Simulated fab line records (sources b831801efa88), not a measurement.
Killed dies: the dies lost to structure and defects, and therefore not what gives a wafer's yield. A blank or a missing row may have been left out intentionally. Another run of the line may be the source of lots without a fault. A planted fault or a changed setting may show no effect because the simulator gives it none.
Which tool was responsible? | flow sky130 | 14 lots, 42 wafers sampled, at 5 steps of a route of 708

WHAT THE GAUGES READ, wafer by wafer
SKY_NWELL_THK_MEAS_02.
lot  | measured    | on            | NWELL_OXIDATION_THK (nm)
L815 | day 3 10:35 | film-metro-01 | 9.38 9.42 9.37
L814 | day 3 11:57 | film-metro-02 | 9.60 9.46 9.28
L818 | day 3 11:57 | film-metro-01 | 9.61 9.50 9.66
L816 | day 3 13:20 | film-metro-01 | 9.32 9.62 9.56
L817 | day 3 13:23 | film-metro-03 | 9.65 9.40 9.35
L821 | day 4 01:24 | film-metro-01 | 9.42 9.32 9.43
L822 | day 4 06:03 | film-metro-02 | 9.37 9.39 9.38
L823 | day 4 13:10 | film-metro-02 | 9.56 9.33 9.41
L824 | day 4 16:47 | film-metro-03 | 9.81 9.97 9.97
L825 | day 4 22:43 | film-metro-01 | 9.48 9.39 9.52
L827 | day 5 07:03 | film-metro-01 | 9.47 9.52 9.36
L830 | day 5 23:17 | film-metro-03 | 9.50 9.61 9.43
L832 | day 6 13:31 | film-metro-03 | 9.79 9.63 9.64
L837 | day 7 12:45 | film-metro-02 | 9.80 9.71 9.74

SKY_VT_ADJUST_LVTN_OVL_MEAS_07.
lot  | measured     | on         | VT_ADJUST_LVTN_OVL (nm)
L815 | day 8 02:13  | overlay-02 | 2.3 0.2 -0.5
L814 | day 8 03:24  | overlay-02 | 1.0 -1.0 -0.3
L818 | day 8 02:51  | overlay-01 | -1.4 -2.1 -0.3
L816 | day 8 04:09  | overlay-01 | -0.1 0.3 -0.7
L817 | day 8 06:21  | overlay-02 | 0.9 2.9 0.8
L821 | day 8 22:37  | overlay-01 | -0.5 -1.7 1.0
L822 | day 9 04:46  | overlay-01 | 1.2 1.2 -0.1
L823 | day 9 13:34  | overlay-01 | 0.8 0.2 -1.0
L824 | day 9 16:39  | overlay-02 | 2.6 1.2 1.4
L825 | day 10 01:30 | overlay-02 | 2.4 0.8 2.1
L827 | day 10 11:46 | overlay-01 | -1.7 0.5 -2.8
L830 | day 11 05:48 | overlay-02 | 0.1 0.2 0.1
L832 | day 12 02:15 | overlay-01 | 1.1 0.9 1.9
L837 | day 13 08:00 | overlay-02 | 0.0 -1.8 0.9

SKY_VT_ADJUST_PCH_OVL_MEAS_07.
lot  | measured     | on         | VT_ADJUST_PCH_OVL (nm)
L815 | day 11 21:06 | overlay-02 | 2.2 -0.3 0.9
L814 | day 11 23:48 | overlay-02 | 2.2 0.8 -1.3
L818 | day 11 21:26 | overlay-02 | 0.9 -0.3 0.8
L816 | day 12 01:24 | overlay-02 | 4.3 0.5 3.5
L817 | day 12 02:36 | overlay-02 | 1.5 -0.3 1.2
L821 | day 12 20:19 | overlay-02 | 134.6 131.8 133.8
L822 | day 13 05:33 | overlay-01 | 133.7 135.0 134.8
L823 | day 13 17:01 | overlay-01 | 133.7 133.8 134.3
L824 | day 13 19:44 | overlay-02 | 133.2 134.9 133.2
L825 | day 14 07:21 | overlay-02 | -0.5 -1.0 1.1
L827 | day 14 19:00 | overlay-02 | 0.7 1.5 0.5
L830 | day 15 17:33 | overlay-01 | -0.7 -1.3 -0.4
L832 | day 16 16:18 | overlay-02 | -0.1 -2.7 -0.1
L837 | day 18 00:39 | overlay-02 | -0.8 0.4 -2.6

SKY_SONOS_ONO_THK_MEAS_01.
lot  | measured     | on            | SONOS_ONO_OXIDATION_THK (nm)
L815 | day 13 01:32 | film-metro-01 | 2.64 2.59 2.65
L814 | day 13 03:14 | film-metro-01 | 2.55 2.61 2.55
L818 | day 13 01:31 | film-metro-04 | 2.58 2.58 2.54
L816 | day 13 05:45 | film-metro-01 | 2.56 2.57 2.57
L817 | day 13 07:10 | film-metro-04 | 2.64 2.62 2.62
L821 | day 14 01:01 | film-metro-04 | 2.58 2.62 2.54
L822 | day 14 12:07 | film-metro-03 | 2.54 2.57 2.52
L823 | day 14 22:43 | film-metro-03 | 2.57 2.49 2.57
L824 | day 15 01:33 | film-metro-03 | 2.62 2.63 2.61
L825 | day 15 13:40 | film-metro-03 | 2.58 2.60 2.62
L827 | day 16 05:00 | film-metro-03 | 2.54 2.65 2.54
L830 | day 17 01:25 | film-metro-01 | 2.49 2.55 2.48
L832 | day 17 22:10 | film-metro-04 | 2.56 2.55 2.59
L837 | day 19 09:13 | film-metro-03 | 2.64 2.71 2.74

WHICH TOOL RAN EACH LOT (tool, then ch and the chambers of the sampled wafers, then the start)
lot  | SKY_VT_ADJUST_PCH_EXPOSE_04
L815 | iline-stepper-02 ch 0, day 11 08:57
L814 | iline-stepper-01 ch 0, day 11 12:00
L818 | iline-stepper-02 ch 0, day 11 09:26
L816 | iline-stepper-02 ch 0, day 11 13:10
L817 | iline-stepper-02 ch 0, day 11 14:15
L821 | iline-stepper-02 ch 0, day 12 07:35
L822 | iline-stepper-02 ch 0, day 12 16:35
L823 | iline-stepper-02 ch 0, day 13 04:05
L824 | iline-stepper-02 ch 0, day 13 07:02
L825 | iline-stepper-01 ch 0, day 13 17:34
L827 | iline-stepper-01 ch 0, day 14 05:37
L830 | iline-stepper-01 ch 0, day 15 03:00
L832 | iline-stepper-01 ch 0, day 16 02:28
L837 | iline-stepper-01 ch 0, day 17 10:32
- SKY_VT_ADJUST_PCH_EXPOSE_04: exposes mask NWM, target cd 840 nm.

WHAT THE TOOLS THEMSELVES READ (means of the sampled wafers that have a number; where no wafer has one, the mark that the record gives instead)
SKY_VT_ADJUST_PCH_EXPOSE_04.
lot  | tool             | exposure-dose-mJ-cm2
L815 | iline-stepper-02 | 255.00
L814 | iline-stepper-01 | 255.14
L818 | iline-stepper-02 | 255.09
L816 | iline-stepper-02 | 254.93
L817 | iline-stepper-02 | 254.73
L821 | iline-stepper-02 | 255.52
L822 | iline-stepper-02 | 255.10
L823 | iline-stepper-02 | 255.63
L824 | iline-stepper-02 | 255.26
L825 | iline-stepper-01 | 254.79
L827 | iline-stepper-01 | 254.94
L830 | iline-stepper-01 | 254.40
L832 | iline-stepper-01 | 255.14
L837 | iline-stepper-01 | 255.18

THE ANSWER, worked out from the rows above alone
Rule: usual is defined by the lots themselves. The widest of any qualifying gaps counts: lots, ordered by their means at a reading, are off when they make up no more than a third of the lots, leave a main group of 4 or more, and stand apart from it by 3 or more times the standard deviation of that group's means. If all means in a main group match to the digits the tables above print for the reading, that group is not used. Also off: a lot with no number at a reading for which 4 or more lots have one. The other lots that the step has rows for count as sound. Order of review: gauges by route order, followed by the tools' own readings, for which a lot's mean as printed above is used. At the first step where some lot is off, the reading lying furthest off is the one used; lots without a number count as furthest.
Off: L821, L822, L823, L824, seen at SKY_VT_ADJUST_PCH_OVL_MEAS_07 (VT_ADJUST_PCH_OVL). For the main group the mean is 0.4 nm and the standard deviation 1.1.
A tool fits if, at a process step before that reading, it ran every lot that is off, and no sound lot after the first of them. The gauges at SKY_VT_ADJUST_PCH_OVL_MEAS_07 are tried like those tools. One fits: iline-stepper-02 at SKY_VT_ADJUST_PCH_EXPOSE_04. Its last sound lot is L817 (day 11 14:15), its first lot that is off L821 (day 12 07:35): a fault that began between those two fits.

WHAT THE SIMULATOR PUT IN
Scanner matching overlay: iline-stepper-02, from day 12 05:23 on, at SKY_VT_ADJUST_PCH_EXPOSE_04. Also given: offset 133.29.
Shown lots that were struck: L821, L822, L823, L824. The rule above reached the same finding.
